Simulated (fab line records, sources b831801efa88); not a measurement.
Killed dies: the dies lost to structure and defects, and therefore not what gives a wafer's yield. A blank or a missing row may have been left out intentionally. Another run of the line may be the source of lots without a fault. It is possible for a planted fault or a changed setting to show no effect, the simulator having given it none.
Problem report, 8D (eight disciplines) form, completed by code ; flow gf180mcu ; the parts of the form that need people (team, actions taken, sign-off) are left out

## 1. WHAT IS WRONG
Wafers free of any fault read 456.4 ohm/sq (standard deviation 1) for MVSD_RS at GF_VT_IMPLANT_RS_MEAS_46, against a mean of 441.4 ohm/sq on 6 wafers of 2 lots. That is -15 standard deviations from the usual mean.
The step: measures by four-point-probe.
First observed at day 11 18:55: wafer L545.2, on film-metro-01. At this step, 39 wafers from 13 lots have a number in the record. By rule, "out" or "out of limits" means more than 4 standard deviations away from the usual mean. Any other wafer with a number is counted as sound.

## 2. WHAT IT IS, AND WHAT IT ISN'T
question;is;is not
which readings at this step;MVSD_RS;-
which lots;L545, L547;L530, L532, L534, L535, L536, L538, L539, L543, L544, L550, L552
which wafers of those lots;all that have a number;-
read on which gauges;film-metro-01, film-metro-04;film-metro-02
when;from day 11 18:55;"up to then (27 sound wafers); but 6 sound wafers of L550, L552 came after"

## 3. SUSPECTS, AND WHAT RULES EACH OUT
Counting: a tool stays on the suspect list if, at a process step up to the reading, it processed all lots that are out and no sound lot following the first of them.
- the gauge at GF_VT_IMPLANT_RS_MEAS_46 is ruled out. The wafers that are out were read on 2 gauges (film-metro-01, film-metro-04).
- implanter-03 at GF_MVSD_IMPLANT_09: kept. All lots that are out passed through it, beginning with L545 at day 8 01:55, and no sound lot followed; its final sound lot before that point was L538 at day 6 08:40. Its own readings are out on those wafers: beam-on-s, faraday-current-uA.
After counting, what remains is implanter-03 at GF_MVSD_IMPLANT_09.

## 4. THE CAUSE (what the simulator had put in)
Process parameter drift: implanter-03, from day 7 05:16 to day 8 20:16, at GF_MVSD_IMPLANT_09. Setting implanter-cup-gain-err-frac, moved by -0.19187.
After counting, this tool was the only one left.

## 5. THE EFFECT CHAIN, in route order
One row per reading whose mean, taken over the struck wafers that have a number, lies over 3 standard deviations from the usual. Only readings whose record carries a usual standard deviation are examined. hours: median over the lots of the time between each lot's start at the first step of this table that gives one and its start at this step. sigmas: the change, counted in usual standard deviations.
hours;step;reading;usual;on struck wafers;change;sigmas
0;GF_MVSD_IMPLANT_09;beam-on-s;10.03 s;12.39;+2.36;+12
0;GF_MVSD_IMPLANT_09;faraday-current-uA;28.1;22.7;-5.4;-10
91;GF_VT_IMPLANT_RS_MEAS_46;MVSD_RS;456.4 ohm/sq;441.4;-14.9;-15
The process steps in it:
- GF_MVSD_IMPLANT_09

## 6. WHAT WOULD HAVE CAUGHT IT SOONER
In this record the first reading out of limits at a measuring or inspecting step was taken at day 11 18:55, 110 hours after the fault began at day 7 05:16.
Tool's own readings at GF_MVSD_IMPLANT_09, beam-on-s, faraday-current-uA: out on all struck wafers the step has rows for; an alarm limit on them would have tripped on the first.
All the lots that are out (2) had begun GF_MVSD_IMPLANT_09 on implanter-03 by day 11 18:55. None of them would have been spared by holding the tool at that moment.
